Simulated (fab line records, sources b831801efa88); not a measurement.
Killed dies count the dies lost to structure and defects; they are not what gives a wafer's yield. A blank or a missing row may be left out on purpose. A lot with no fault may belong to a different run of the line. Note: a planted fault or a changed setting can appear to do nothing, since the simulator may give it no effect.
fab line records -- flow sky130
record: lots: 24, wafers: 72, last_day: 50
route steps=708 shown METAL4@629 VIA4@650 PASSIVATION@681
lots untouched by any fault: they come from a run of this same line in which no faults occurred
start_h: the number of hours between the record's first day and the start of the first shown wafer of the lot -- wait_h: hours from the lot's prior step to this one -- " unchanged from the row above -- L1.1+2: several wafers, shown together as one row -- - no value, or no start was given -- * or withheld: withheld -- < > ~ a bound
route shown NAME@n: a module of which the file shows steps, and the number in the route of the first -- usual: mean and standard deviation over wafers with no fault -- same: alike in all rows -- chamber/n: place in a boat -- sites: the reading at each site -- _std_site: their standard deviation -- _edge_site: mean of outer sites minus mean of inner sites -- radius_mm: how far each site lies from the wafer's centre -- mask NAME#n: copy n -- behind: the tool/chamber that last shaped the wafer -- hold: reason for holding the lot/hours on hold/outcome of the hold -- device: which transistor (n, p or np) failed to switch -- end of line: tests of these same wafers at the route's end -- a step with no rows: only its recipe -- killed: count of dies lost to structure and defects at first sort (not the wafer's yield) -- map: per-die view of a wafer (x killed, . not killed, _ where there is no die)
set.NAME: the setting that was run; set.NAME@STEP: the one run at that earlier step -- model.NAME: the simulator's own value behind a step, which no gauge read
steps of the route over a sample of lots; a table a step, a row a wafer
services: from which hour (start_h, from the record's first day; less than 0 if before it) a tool's chamber was out of use, for how many hours, and why
== steps ==
step: SKY_METAL4_CD_MEAS_13
recipe: target_cd_nm: 300
usual: cd_nm: 300.1/1.5
lot.wafer,tool,chamber,start_h,wait_h,cd_nm
L074.1,cd_sem-02,-,982.39,-,301.9
L074.3,cd_sem-02,-,982.39,-,301.0
L074.5,cd_sem-02,-,982.39,-,301.9
L075.1,cd_sem-01,-,987.78,-,299.4
L075.4,cd_sem-01,-,987.78,-,299.9
L075.6,cd_sem-01,-,987.78,-,299.1
L076.1,cd_sem-02,-,999.20,-,301.6
L076.2,cd_sem-02,-,999.20,-,302.1
L076.5,cd_sem-02,-,999.20,-,301.8
L077.2,cd_sem-01,-,1007.82,-,303.0
L077.3,cd_sem-01,-,1007.82,-,301.6
L077.5,cd_sem-01,-,1007.82,-,303.0
L078.1,cd_sem-01,-,1008.94,-,299.8
L078.2,cd_sem-01,-,1008.94,-,300.6
L078.6,cd_sem-01,-,1008.94,-,300.0
L079.1,cd_sem-02,-,1020.18,-,300.3
L079.2,cd_sem-02,-,1020.18,-,301.2
L079.4,cd_sem-02,-,1020.18,-,300.0
L080.2,cd_sem-02,-,1029.16,-,301.7
L080.3,cd_sem-02,-,1029.16,-,301.4
L080.4,cd_sem-02,-,1029.16,-,301.1
L081.1,cd_sem-02,-,1038.15,-,295.4
L081.3,cd_sem-02,-,1038.15,-,296.8
L081.5,cd_sem-02,-,1038.15,-,297.2
L082.4,cd_sem-01,-,1039.80,-,299.1
L082.5,cd_sem-01,-,1039.80,-,301.9
L082.6,cd_sem-01,-,1039.80,-,299.9
L083.2,cd_sem-01,-,1045.16,-,301.8
L083.4,cd_sem-01,-,1045.16,-,300.6
L083.6,cd_sem-01,-,1045.16,-,303.0
L084.1,cd_sem-02,-,1049.04,-,300.1
L084.3,cd_sem-02,-,1049.04,-,300.8
L084.5,cd_sem-02,-,1049.04,-,300.2
L085.1,cd_sem-01,-,1056.00,-,299.0
L085.3,cd_sem-01,-,1056.00,-,299.3
L085.5,cd_sem-01,-,1056.00,-,299.4
L086.2,cd_sem-02,-,1062.60,-,297.8
L086.4,cd_sem-02,-,1062.60,-,299.4
L086.5,cd_sem-02,-,1062.60,-,298.7
L087.4,cd_sem-02,-,1069.74,-,299.2
L087.5,cd_sem-02,-,1069.74,-,301.0
L087.6,cd_sem-02,-,1069.74,-,298.9
L088.1,cd_sem-01,-,1072.99,-,301.0
L088.3,cd_sem-01,-,1072.99,-,301.9
L088.6,cd_sem-01,-,1072.99,-,304.2
L089.3,cd_sem-01,-,1085.89,-,301.1
L089.4,cd_sem-01,-,1085.89,-,302.3
L089.5,cd_sem-01,-,1085.89,-,301.0
L090.3,cd_sem-01,-,1093.63,-,301.6
L090.4,cd_sem-01,-,1093.63,-,301.5
L090.6,cd_sem-01,-,1093.63,-,299.3
L091.1,cd_sem-02,-,1094.05,-,298.9
L091.4,cd_sem-02,-,1094.05,-,298.7
L091.5,cd_sem-02,-,1094.05,-,300.3
L092.3,cd_sem-02,-,1096.02,-,300.2
L092.4,cd_sem-02,-,1096.02,-,301.1
L092.5,cd_sem-02,-,1096.02,-,301.9
L093.3,cd_sem-02,-,1104.93,-,299.0
L093.4,cd_sem-02,-,1104.93,-,298.9
L093.6,cd_sem-02,-,1104.93,-,298.9
L094.1,cd_sem-01,-,1108.53,-,299.7
L094.3,cd_sem-01,-,1108.53,-,300.0
L094.5,cd_sem-01,-,1108.53,-,298.6
L095.1,cd_sem-02,-,1119.04,-,299.7
L095.4,cd_sem-02,-,1119.04,-,300.5
L095.6,cd_sem-02,-,1119.04,-,300.0
L096.1,cd_sem-01,-,1129.68,-,299.6
L096.5,cd_sem-01,-,1129.68,-,299.3
L096.6,cd_sem-01,-,1129.68,-,299.2
L097.3,cd_sem-02,-,1133.94,-,298.9
L097.4,cd_sem-02,-,1133.94,-,299.7
L097.5,cd_sem-02,-,1133.94,-,300.5
step: SKY_VIA4_OVL_MEAS_11
usual: VIA4_OVL: 1.2/1.4
lot.wafer,tool,chamber,start_h,wait_h,VIA4_OVL[nm]
L074.1,overlay-02,-,1007.45,0.1,3.2
L074.3,overlay-02,-,1007.45,0.1,0.0
L074.5,overlay-02,-,1007.45,0.1,0.5
L075.1,overlay-01,-,1011.98,0.1,0.9
L075.4,overlay-01,-,1011.98,0.1,0.9
L075.6,overlay-01,-,1011.98,0.1,0.3
L076.1,overlay-02,-,1024.05,0.1,1.0
L076.2,overlay-02,-,1024.05,0.1,0.6
L076.5,overlay-02,-,1024.05,0.1,0.8
L077.2,overlay-01,-,1031.66,0.1,4.6
L077.3,overlay-01,-,1031.66,0.1,2.7
L077.5,overlay-01,-,1031.66,0.1,3.1
L078.1,overlay-02,-,1033.24,0.1,1.0
L078.2,overlay-02,-,1033.24,0.1,1.4
L078.6,overlay-02,-,1033.24,0.1,1.0
L079.1,overlay-01,-,1044.59,0.1,0.3
L079.2,overlay-01,-,1044.59,0.1,0.7
L079.4,overlay-01,-,1044.59,0.1,-1.2
L080.2,overlay-01,-,1053.46,0.1,0.9
L080.3,overlay-01,-,1053.46,0.1,2.4
L080.4,overlay-01,-,1053.46,0.1,2.5
L081.1,overlay-02,-,1061.64,0.1,0.3
L081.3,overlay-02,-,1061.64,0.1,0.8
L081.5,overlay-02,-,1061.64,0.1,1.2
L082.4,overlay-02,-,1063.46,0.1,-2.3
L082.5,overlay-02,-,1063.46,0.1,-0.7
L082.6,overlay-02,-,1063.46,0.1,-1.3
L083.2,overlay-01,-,1068.19,0.1,1.9
L083.4,overlay-01,-,1068.19,0.1,2.4
L083.6,overlay-01,-,1068.19,0.1,1.6
L084.1,overlay-01,-,1072.63,0.1,1.7
L084.3,overlay-01,-,1072.63,0.1,0.2
L084.5,overlay-01,-,1072.63,0.1,2.6
L085.1,overlay-01,-,1078.78,0.1,1.7
L085.3,overlay-01,-,1078.78,0.1,1.9
L085.5,overlay-01,-,1078.78,0.1,2.0
L086.2,overlay-02,-,1085.51,0.1,1.7
L086.4,overlay-02,-,1085.51,0.1,0.2
L086.5,overlay-02,-,1085.51,0.1,2.2
L087.4,overlay-02,-,1092.22,0.1,0.6
L087.5,overlay-02,-,1092.22,0.1,1.1
L087.6,overlay-02,-,1092.22,0.1,1.0
L088.1,overlay-02,-,1095.44,0.1,-0.1
L088.3,overlay-02,-,1095.44,0.1,1.8
L088.6,overlay-02,-,1095.44,0.1,0.5
L089.3,overlay-02,-,1107.32,0.1,2.5
L089.4,overlay-02,-,1107.32,0.1,1.5
L089.5,overlay-02,-,1107.32,0.1,-0.1
L090.3,overlay-01,-,1115.05,0.1,1.6
L090.4,overlay-01,-,1115.05,0.1,2.5
L090.6,overlay-01,-,1115.05,0.1,1.1
L091.1,overlay-01,-,1115.75,0.1,1.7
L091.4,overlay-01,-,1115.75,0.1,1.5
L091.5,overlay-01,-,1115.75,0.1,-0.1
L092.3,overlay-02,-,1117.60,0.1,1.1
L092.4,overlay-02,-,1117.60,0.1,2.2
L092.5,overlay-02,-,1117.60,0.1,3.4
L093.3,overlay-02,-,1126.67,0.1,0.4
L093.4,overlay-02,-,1126.67,0.1,0.1
L093.6,overlay-02,-,1126.67,0.1,0.5
L094.1,overlay-01,-,1130.15,0.1,2.2
L094.3,overlay-01,-,1130.15,0.1,2.3
L094.5,overlay-01,-,1130.15,0.1,2.1
L095.1,overlay-01,-,1139.90,0.1,2.0
L095.4,overlay-01,-,1139.90,0.1,2.3
L095.6,overlay-01,-,1139.90,0.1,1.5
L096.1,overlay-02,-,1149.45,0.1,0.8
L096.5,overlay-02,-,1149.45,0.1,-0.5
L096.6,overlay-02,-,1149.45,0.1,0.2
L097.3,overlay-02,-,1153.77,0.1,1.1
L097.4,overlay-02,-,1153.77,0.1,0.3
L097.5,overlay-02,-,1153.77,0.1,-1.4
step: SKY_VIA4_STRIP_13
recipe: chemistry: O2/N2, power_w: 1400, pressure_mtorr: 1500, platen_temp_c: withheld, o2_flow_sccm: 3000, n2_flow_sccm: 300, overash_fraction: 0.5
usual: drypump_motor_current_A: 5.92/0.3, oes_product_au: 0.709/0.0046, strip_time_to_endpoint_s: 12.80/0.031
lot.wafer,tool,chamber,start_h,wait_h,drypump_motor_current_A,oes_product_au,rf_hours_counter_h,strip_time_to_endpoint_s
L074.1,plasma_asher-01,0,1007.56,-,5.79,0.709,23,12.77
L074.3,plasma_asher-01,0,1007.56,-,5.79,0.714,-,12.77
L074.5,plasma_asher-01,1,1007.56,-,5.50,0.715,-,12.81
L075.1,plasma_asher-02,0,1012.09,-,6.08,0.698,123,12.80
L075.4,plasma_asher-02,0,1012.09,-,6.10,0.707,-,12.81
L075.6,plasma_asher-02,0,1012.09,-,6.10,0.721,-,12.82
L076.1,plasma_asher-02,0,1024.16,-,6.05,0.712,124,12.76
L076.2,plasma_asher-02,1,1024.16,-,6.30,0.704,124,12.82
L076.5,plasma_asher-02,0,1024.16,-,6.08,0.703,-,12.79
L077.2,plasma_asher-03,0,1031.76,-,5.70,0.705,89,12.82
L077.3,plasma_asher-03,1,1031.76,-,6.18,0.710,-,12.83
L077.5,plasma_asher-03,0,1031.76,-,5.69,0.701,-,12.78
L078.1,plasma_asher-02,1,1033.35,-,6.34,0.708,125,12.81
L078.2,plasma_asher-02,0,1033.35,-,6.06,0.705,125,12.86
L078.6,plasma_asher-02,1,1033.35,-,6.38,0.704,-,12.80
L079.1,plasma_asher-02,0,1044.70,-,6.11,0.720,126,12.77
L079.2,plasma_asher-02,1,1044.70,-,6.31,0.705,126,12.77
L079.4,plasma_asher-02,0,1044.70,-,6.10,0.710,-,12.85
L080.2,plasma_asher-01,0,1053.56,-,5.83,0.706,28,12.81
L080.3,plasma_asher-01,0,1053.56,-,5.82,0.707,-,12.79
L080.4,plasma_asher-01,1,1053.56,-,5.44,0.712,-,12.77
L081.1,plasma_asher-03,1,1061.75,-,6.20,0.709,92,12.78
L081.3,plasma_asher-03,1,1061.75,-,6.19,0.712,-,12.81
L081.5,plasma_asher-03,0,1061.75,-,5.70,0.710,-,12.81
L082.4,plasma_asher-01,1,1063.58,-,5.49,0.705,-,12.80
L082.5,plasma_asher-01,0,1063.58,-,5.84,0.704,-,12.79
L082.6,plasma_asher-01,1,1063.58,-,5.48,0.713,-,12.79
L083.2,plasma_asher-01,0,1068.29,-,5.80,0.702,30,12.77
L083.4,plasma_asher-01,1,1068.29,-,5.49,0.708,-,12.76
L083.6,plasma_asher-01,0,1068.29,-,5.82,0.713,-,12.83
L084.1,plasma_asher-03,0,1072.74,-,5.71,0.708,93,12.85
L084.3,plasma_asher-03,0,1072.74,-,5.70,0.714,-,12.83
L084.5,plasma_asher-03,0,1072.74,-,5.71,0.704,-,12.85
L085.1,plasma_asher-01,1,1078.89,-,5.49,0.703,31,12.81
L085.3,plasma_asher-01,0,1078.89,-,5.81,0.706,-,12.87
L085.5,plasma_asher-01,1,1078.89,-,5.54,0.715,-,12.82
L086.2,plasma_asher-03,0,1085.61,-,5.71,0.712,95,12.85
L086.4,plasma_asher-03,0,1085.61,-,5.71,0.713,-,12.81
L086.5,plasma_asher-03,1,1085.61,-,6.18,0.703,-,12.79
L087.4,plasma_asher-02,1,1092.35,-,6.36,0.712,-,12.75
L087.5,plasma_asher-02,0,1092.35,-,6.08,0.713,-,12.77
L087.6,plasma_asher-02,1,1092.35,-,6.33,0.705,-,12.78
L088.1,plasma_asher-02,0,1095.55,-,6.09,0.710,3,12.77
L088.3,plasma_asher-02,1,1095.55,-,6.31,0.702,-,12.82
L088.6,plasma_asher-02,1,1095.55,-,6.39,0.704,-,12.80
L089.3,plasma_asher-01,0,1107.45,-,5.80,0.716,-,12.84
L089.4,plasma_asher-01,1,1107.45,-,5.49,0.712,-,12.82
L089.5,plasma_asher-01,1,1107.45,-,5.49,0.703,-,12.89
L090.3,plasma_asher-03,1,1115.22,-,6.18,0.708,-,12.84
L090.4,plasma_asher-03,0,1115.22,-,5.71,0.712,-,12.80
L090.6,plasma_asher-03,1,1115.22,-,6.18,0.716,-,12.86
L091.1,plasma_asher-03,1,1115.86,-,6.15,0.718,98,12.84
L091.4,plasma_asher-03,0,1115.86,-,5.72,0.713,-,12.77
L091.5,plasma_asher-03,0,1115.86,-,5.71,0.708,-,12.80
L092.3,plasma_asher-02,0,1117.76,-,6.04,0.714,-,12.74
L092.4,plasma_asher-02,1,1117.76,-,6.33,0.718,-,12.74
L092.5,plasma_asher-02,1,1117.76,-,6.34,0.710,-,12.75
L093.3,plasma_asher-03,0,1126.80,-,5.72,0.716,-,12.77
L093.4,plasma_asher-03,1,1126.80,-,6.21,0.711,-,12.79
L093.6,plasma_asher-03,0,1126.80,-,5.72,0.710,-,12.80
L094.1,plasma_asher-01,0,1130.26,-,5.78,0.708,36,12.78
L094.3,plasma_asher-01,1,1130.26,-,5.44,0.711,-,12.80
L094.5,plasma_asher-01,1,1130.26,-,5.46,0.709,-,12.85
L095.1,plasma_asher-01,0,1140.01,-,5.78,0.709,36,12.78
L095.4,plasma_asher-01,1,1140.01,-,5.51,0.707,-,12.85
L095.6,plasma_asher-01,0,1140.01,-,5.86,0.717,-,12.77
L096.1,plasma_asher-01,1,1149.56,-,5.48,0.712,38,12.81
L096.5,plasma_asher-01,1,1149.56,-,5.49,0.714,-,12.79
L096.6,plasma_asher-01,0,1149.56,-,5.85,0.711,-,12.77
L097.3,plasma_asher-02,1,1153.90,-,6.32,0.709,-,12.80
L097.4,plasma_asher-02,0,1153.90,-,6.06,0.707,-,12.80
L097.5,plasma_asher-02,1,1153.90,-,6.32,0.706,-,12.79
step: SKY_VIA4_RS_MEAS_19
recipe: thk_meas_gauge: four-point-probe, reads: W_of_VIA4_CVD_18+TiN_of_VIA4_SPUTTER_17
usual: VIA4_W_RS: 0.2292/0.0026
lot.wafer,tool,chamber,start_h,wait_h,VIA4_W_RS[ohm/sq]
L074.1,film_metro-01,-,1008.52,0.3,0.2266
L074.3,film_metro-01,-,1008.52,0.3,0.2310
L074.5,film_metro-01,-,1008.52,0.3,0.2330
L075.1,film_metro-01,-,1013.08,0.3,0.2295
L075.4,film_metro-01,-,1013.08,0.3,0.2302
L075.6,film_metro-01,-,1013.08,0.3,0.2319
L076.1,film_metro-02,-,1024.97,0.1,0.2285
L076.2,film_metro-02,-,1024.97,0.1,0.2272
L076.5,film_metro-02,-,1024.97,0.1,0.2273
L077.2,film_metro-02,-,1032.60,0.1,0.2295
L077.3,film_metro-02,-,1032.60,0.1,0.2281
L077.5,film_metro-02,-,1032.60,0.1,0.2293
L078.1,film_metro-02,-,1034.15,0.1,0.2269
L078.2,film_metro-02,-,1034.15,0.1,0.2311
L078.6,film_metro-02,-,1034.15,0.1,0.2281
L079.1,film_metro-02,-,1045.56,0.1,0.2327
L079.2,film_metro-02,-,1045.56,0.1,0.2317
L079.4,film_metro-02,-,1045.56,0.1,0.2288
L080.2,film_metro-04,-,1054.99,0.1,0.2330
L080.3,film_metro-04,-,1054.99,0.1,0.2290
L080.4,film_metro-04,-,1054.99,0.1,0.2312
L081.1,film_metro-04,-,1062.61,0.1,0.2308
L081.3,film_metro-04,-,1062.61,0.1,0.2284
L081.5,film_metro-04,-,1062.61,0.1,0.2298
L082.4,film_metro-04,-,1064.41,0.1,0.2282
L082.5,film_metro-04,-,1064.41,0.1,0.2249
L082.6,film_metro-04,-,1064.41,0.1,0.2308
L083.2,film_metro-04,-,1069.12,0.1,0.2276
L083.4,film_metro-04,-,1069.12,0.1,0.2262
L083.6,film_metro-04,-,1069.12,0.1,0.2252
L084.1,film_metro-04,-,1073.55,0.1,0.2303
L084.3,film_metro-04,-,1073.55,0.1,0.2310
L084.5,film_metro-04,-,1073.55,0.1,0.2315
L085.1,film_metro-04,-,1079.70,0.1,0.2253
L085.3,film_metro-04,-,1079.70,0.1,0.2307
L085.5,film_metro-04,-,1079.70,0.1,0.2240
L086.2,film_metro-04,-,1086.44,0.1,0.2278
L086.4,film_metro-04,-,1086.44,0.1,0.2318
L086.5,film_metro-04,-,1086.44,0.1,0.2295
L087.4,film_metro-04,-,1093.18,0.1,0.2296
L087.5,film_metro-04,-,1093.18,0.1,0.2289
L087.6,film_metro-04,-,1093.18,0.1,0.2276
L088.1,film_metro-04,-,1096.39,0.1,0.2248
L088.3,film_metro-04,-,1096.39,0.1,0.2319
L088.6,film_metro-04,-,1096.39,0.1,0.2308
L089.3,film_metro-01,-,1108.26,0.1,0.2264
L089.4,film_metro-01,-,1108.26,0.1,0.2294
L089.5,film_metro-01,-,1108.26,0.1,0.2298
L090.3,film_metro-04,-,1116.11,0.1,0.2254
L090.4,film_metro-04,-,1116.11,0.1,0.2271
L090.6,film_metro-04,-,1116.11,0.1,0.2282
L091.1,film_metro-01,-,1116.67,0.1,0.2338
L091.4,film_metro-01,-,1116.67,0.1,0.2331
L091.5,film_metro-01,-,1116.67,0.1,0.2334
L092.3,film_metro-01,-,1118.62,0.1,0.2301
L092.4,film_metro-01,-,1118.62,0.1,0.2369
L092.5,film_metro-01,-,1118.62,0.1,0.2303
L093.3,film_metro-01,-,1127.76,0.1,0.2244
L093.4,film_metro-01,-,1127.76,0.1,0.2262
L093.6,film_metro-01,-,1127.76,0.1,0.2246
L094.1,film_metro-04,-,1131.18,0.1,0.2306
L094.3,film_metro-04,-,1131.18,0.1,0.2302
L094.5,film_metro-04,-,1131.18,0.1,0.2287
L095.1,film_metro-02,-,1140.82,0.1,0.2276
L095.4,film_metro-02,-,1140.82,0.1,0.2314
L095.6,film_metro-02,-,1140.82,0.1,0.2313
L096.1,film_metro-02,-,1150.37,0.1,0.2304
L096.5,film_metro-02,-,1150.37,0.1,0.2264
L096.6,film_metro-02,-,1150.37,0.1,0.2278
L097.3,film_metro-02,-,1154.71,0.1,0.2290
L097.4,film_metro-02,-,1154.71,0.1,0.2310
L097.5,film_metro-02,-,1154.71,0.1,0.2311
step: SKY_VIA4_CMP_21
recipe: stop_on: SiO2, t_overpolish_s: 25, down_force_psi: 3.5, platen_rpm: 60, target_thk_nm: 0, pad_velocity_m_s: 0.94248
usual: edge_zone_pressure_frac: 0.999/0.005, motor_current_A: 11.9/0.62, overpolish_run_s: 25.001/0.0098, time_to_endpoint_s: 119/3.7
lot.wafer,tool,chamber,start_h,wait_h,edge_zone_pressure_frac,motor_current_A,overpolish_run_s,time_to_endpoint_s
L074.3,cmp-01,1,1008.70,0.0,0.999,12.2,24.987,117
L074.1,cmp-01,2,1008.70,0.0,1.002,12.2,25.004,124
L074.5,cmp-01,2,1008.70,0.0,0.999,12.6,24.986,119
L075.1,cmp-01,3,1013.26,0.1,1.007,11.9,25.019,119
L075.4,cmp-01,2,1013.26,0.1,0.997,11.7,24.994,122
L075.6,cmp-01,0,1013.26,0.1,1.001,12.5,25.017,114
L076.2,cmp-02,2,1025.15,0.0,1.002,10.9,24.990,123
L076.1,cmp-02,0,1025.15,0.0,0.989,13.1,24.998,118
L076.5,cmp-02,3,1025.15,0.0,0.998,11.4,25.003,124
L077.2,cmp-01,0,1032.76,0.0,0.997,12.1,25.007,120
L077.3,cmp-01,2,1032.76,0.0,1.001,11.8,25.004,121
L077.5,cmp-01,1,1032.76,0.0,0.990,11.9,24.991,116
L078.2,cmp-02,2,1034.33,0.0,1.001,10.7,24.987,114
L078.1,cmp-02,1,1034.33,0.0,0.995,11.4,24.982,120
L078.6,cmp-02,3,1034.33,0.0,1.001,11.9,25.016,118
L079.4,cmp-01,0,1045.79,0.1,1.000,12.5,24.989,117
L079.1,cmp-01,1,1045.79,0.1,1.004,11.8,25.009,116
L079.2,cmp-01,2,1045.79,0.1,0.999,12.4,25.002,123
L080.4,cmp-01,2,1055.20,0.1,1.007,12.5,24.990,123
L080.3,cmp-01,3,1055.20,0.1,1.004,11.4,24.995,118
L080.2,cmp-01,0,1055.20,0.1,1.008,12.4,24.995,115
L081.3,cmp-01,3,1062.89,0.1,0.996,11.9,24.998,117
L081.1,cmp-01,0,1062.89,0.1,1.002,12.6,24.985,117
L081.5,cmp-01,2,1062.89,0.1,1.006,12.6,25.008,125
L082.4,cmp-01,1,1064.68,0.2,1.002,12.3,24.994,115
L082.6,cmp-01,2,1064.68,0.2,0.992,11.1,25.003,122
L082.5,cmp-01,3,1064.68,0.2,1.005,11.9,24.990,122
L083.2,cmp-02,0,1069.38,0.1,1.002,11.7,25.007,117
L083.4,cmp-02,1,1069.38,0.1,0.993,10.9,24.999,123
L083.6,cmp-02,3,1069.38,0.1,0.993,12.4,25.003,126
L084.3,cmp-01,1,1073.73,0.0,1.006,12.2,24.994,113
L084.1,cmp-01,3,1073.73,0.0,0.999,11.8,25.006,114
L084.5,cmp-01,1,1073.73,0.0,1.006,11.7,25.017,108
L085.1,cmp-02,3,1079.88,0.1,0.992,11.7,24.995,125
L085.3,cmp-02,1,1079.88,0.1,0.996,11.2,24.997,123
L085.5,cmp-02,3,1079.88,0.1,0.999,12.6,24.992,128
L086.4,cmp-02,3,1086.65,0.1,1.007,11.6,25.013,121
L086.2,cmp-02,1,1086.65,0.1,0.995,11.3,25.004,120
L086.5,cmp-02,3,1086.65,0.1,1.002,12.5,24.990,121
L087.4,cmp-01,1,1093.40,0.1,0.992,11.6,24.993,116
L087.5,cmp-01,3,1093.40,0.1,0.991,11.8,24.993,123
L087.6,cmp-01,0,1093.40,0.1,0.989,12.5,25.010,118
L088.3,cmp-01,1,1096.67,0.1,1.003,12.4,24.992,114
L088.1,cmp-01,2,1096.67,0.1,0.999,11.8,25.002,128
L088.6,cmp-01,0,1096.67,0.1,1.006,12.6,25.003,115
L089.3,cmp-02,0,1108.46,0.1,0.993,11.9,24.994,119
L089.4,cmp-02,2,1108.46,0.1,0.999,10.4,25.002,119
L089.5,cmp-02,0,1108.46,0.1,0.994,12.9,25.004,117
L090.4,cmp-01,0,1116.25,0.0,0.997,12.3,25.007,115
L090.3,cmp-01,2,1116.25,0.0,0.998,12.1,25.007,121
L090.6,cmp-01,0,1116.25,0.0,0.999,12.4,25.001,119
L091.1,cmp-01,2,1116.85,0.1,0.994,12.3,24.979,119
L091.4,cmp-01,0,1116.85,0.1,0.999,12.0,24.983,111
L091.5,cmp-01,2,1116.85,0.1,0.992,12.6,24.994,121
L092.3,cmp-01,2,1118.76,0.0,0.995,12.3,25.006,120
L092.4,cmp-01,0,1118.76,0.0,0.998,12.4,24.988,113
L092.5,cmp-01,2,1118.76,0.0,0.999,12.2,24.990,117
L093.4,cmp-02,0,1127.90,0.0,1.005,13.0,24.992,121
L093.3,cmp-02,1,1127.90,0.0,0.994,10.6,24.993,124
L093.6,cmp-02,1,1127.90,0.0,0.995,10.7,25.011,121
L094.3,cmp-01,2,1131.48,0.1,1.003,11.9,24.981,118
L094.1,cmp-01,3,1131.48,0.1,0.996,11.2,25.007,117
L094.5,cmp-01,2,1131.48,0.1,1.003,12.3,25.005,124
L095.4,cmp-01,2,1141.00,0.0,1.005,12.0,24.999,121
L095.1,cmp-01,0,1141.00,0.0,1.001,12.2,25.015,122
L095.6,cmp-01,3,1141.00,0.0,0.997,11.1,25.014,119
L096.1,cmp-01,0,1150.55,0.1,1.002,12.5,25.010,121
L096.6,cmp-01,0,1150.55,0.1,0.999,12.9,25.007,120
L096.5,cmp-01,1,1150.55,0.1,1.001,12.2,25.008,119
L097.4,cmp-01,0,1154.85,0.0,0.999,13.2,25.005,114
L097.3,cmp-01,3,1154.85,0.0,0.990,11.6,25.008,119
L097.5,cmp-01,0,1154.85,0.0,1.004,13.1,25.011,117
step: SKY_PASSIVATION_CVD_00
recipe: material: SiO2, target_thk_nm: 90, temp_c: 400, time_s: withheld, rf_w: 600
usual: heater_power_w: 631/100
lot.wafer,tool,chamber,start_h,wait_h,heater_power_w
L074.1,pecvd-01,0,1032.20,0.0,755
L074.3,pecvd-01,2,1032.20,0.0,447
L074.5,pecvd-01,2,1032.20,0.0,450
L075.1,pecvd-03,2,1036.58,0.0,556
L075.4,pecvd-03,0,1036.58,0.0,529
L075.6,pecvd-03,1,1036.58,0.0,664
L076.1,pecvd-04,2,1048.26,0.0,660
L076.2,pecvd-04,1,1048.26,0.0,516
L076.5,pecvd-04,0,1048.26,0.0,620
L077.2,pecvd-04,0,1057.27,0.0,594
L077.3,pecvd-04,2,1057.27,0.0,632
L077.5,pecvd-04,1,1057.27,0.0,564
L078.1,pecvd-03,2,1057.49,0.1,623
L078.2,pecvd-03,1,1057.49,0.1,748
L078.6,pecvd-03,1,1057.49,0.1,735
L079.1,pecvd-03,0,1068.54,0.0,594
L079.2,pecvd-03,2,1068.54,0.0,490
L079.4,pecvd-03,0,1068.54,0.0,595
L080.2,pecvd-04,0,1077.90,0.0,626
L080.3,pecvd-04,1,1077.90,0.0,596
L080.4,pecvd-04,0,1077.90,0.0,659
L081.1,pecvd-01,0,1085.31,0.0,796
L081.3,pecvd-01,1,1085.31,0.0,783
L081.5,pecvd-01,1,1085.31,0.0,791
L082.4,pecvd-03,0,1086.66,0.0,623
L082.5,pecvd-03,0,1086.66,0.0,625
L082.6,pecvd-03,1,1086.66,0.0,617
L083.2,pecvd-01,1,1091.30,0.0,848
L083.4,pecvd-01,0,1091.30,0.0,820
L083.6,pecvd-01,1,1091.30,0.0,846
L084.1,pecvd-03,2,1095.58,0.0,559
L084.3,pecvd-03,1,1095.58,0.0,686
L084.5,pecvd-03,1,1095.58,0.0,702
L085.1,pecvd-01,0,1102.36,0.0,693
L085.3,pecvd-01,1,1102.36,0.0,740
L085.5,pecvd-01,1,1102.36,0.0,751
L086.2,pecvd-03,2,1108.60,0.0,561
L086.4,pecvd-03,2,1108.60,0.0,553
L086.5,pecvd-03,1,1108.60,0.0,731
L087.4,pecvd-04,1,1114.21,0.0,481
L087.5,pecvd-04,0,1114.21,0.0,564
L087.6,pecvd-04,2,1114.21,0.0,581
L088.1,pecvd-03,2,1117.83,0.0,503
L088.3,pecvd-03,0,1117.83,0.0,605
L088.6,pecvd-03,2,1117.83,0.0,526
L089.3,pecvd-04,0,1129.85,0.0,573
L089.4,pecvd-04,2,1129.85,0.0,676
L089.5,pecvd-04,0,1129.85,0.0,579
L090.3,pecvd-01,1,1137.20,0.0,805
L090.4,pecvd-01,0,1137.20,0.0,751
L090.6,pecvd-01,2,1137.20,0.0,540
L091.1,pecvd-04,2,1137.53,0.0,637
L091.4,pecvd-04,1,1137.53,0.0,599
L091.5,pecvd-04,2,1137.53,0.0,665
L092.3,pecvd-03,1,1139.19,0.0,634
L092.4,pecvd-03,1,1139.19,0.0,642
L092.5,pecvd-03,2,1139.19,0.0,548
L093.3,pecvd-03,0,1148.69,0.0,618
L093.4,pecvd-03,1,1148.69,0.0,645
L093.6,pecvd-03,0,1148.69,0.0,603
L094.1,pecvd-03,2,1150.73,0.0,552
L094.3,pecvd-03,1,1150.73,0.0,647
L094.5,pecvd-03,1,1150.73,0.0,687
L095.1,pecvd-01,1,1160.14,0.0,869
L095.4,pecvd-01,0,1160.14,0.0,693
L095.6,pecvd-01,2,1160.14,0.0,542
L096.1,pecvd-03,0,1169.25,0.0,585
L096.5,pecvd-03,2,1169.25,0.0,603
L096.6,pecvd-03,1,1169.25,0.0,733
L097.3,pecvd-03,2,1173.04,0.0,618
L097.4,pecvd-03,2,1173.04,0.0,600
L097.5,pecvd-03,1,1173.04,0.0,641
== services ==
tool,chamber,start_h,hours,kind
plasma_asher-03,-,988.68,2.8,pm
pecvd-03,1,999.38,-,clean
pecvd-03,1,999.38,-,consumable_replace:showerhead
pecvd-03,1,999.38,29.0,scheduled_down
pecvd-03,1,999.38,29.0,vent_cycle
pecvd-01,-,1029.87,0.5,repair
pecvd-03,0,1039.26,19.3,repair
pecvd-01,-,1052.13,14.6,pm
pecvd-03,-,1053.97,3.5,repair
plasma_asher-02,-,1055.29,9.0,pm
cmp-02,-,1075.70,0.5,repair
cmp-01,-,1084.06,4.0,pm
pecvd-03,2,1085.10,2.5,repair
cmp-02,-,1087.68,1.2,repair
cmp-01,-,1088.06,-,consumable_replace:conditioner
cmp-01,-,1088.06,-,consumable_replace:pad
cmp-01,-,1094.89,1.5,repair
cmp-02,-,1096.71,4.3,pm
cmp-02,-,1106.46,1.0,repair
cmp-01,-,1107.73,5.7,pm
plasma_asher-03,-,1122.36,4.3,pm
pecvd-01,-,1156.46,2.8,pm
cmp-02,-,1167.54,19.6,pm
pecvd-01,0,1171.50,7.1,repair
== key ==
fault none
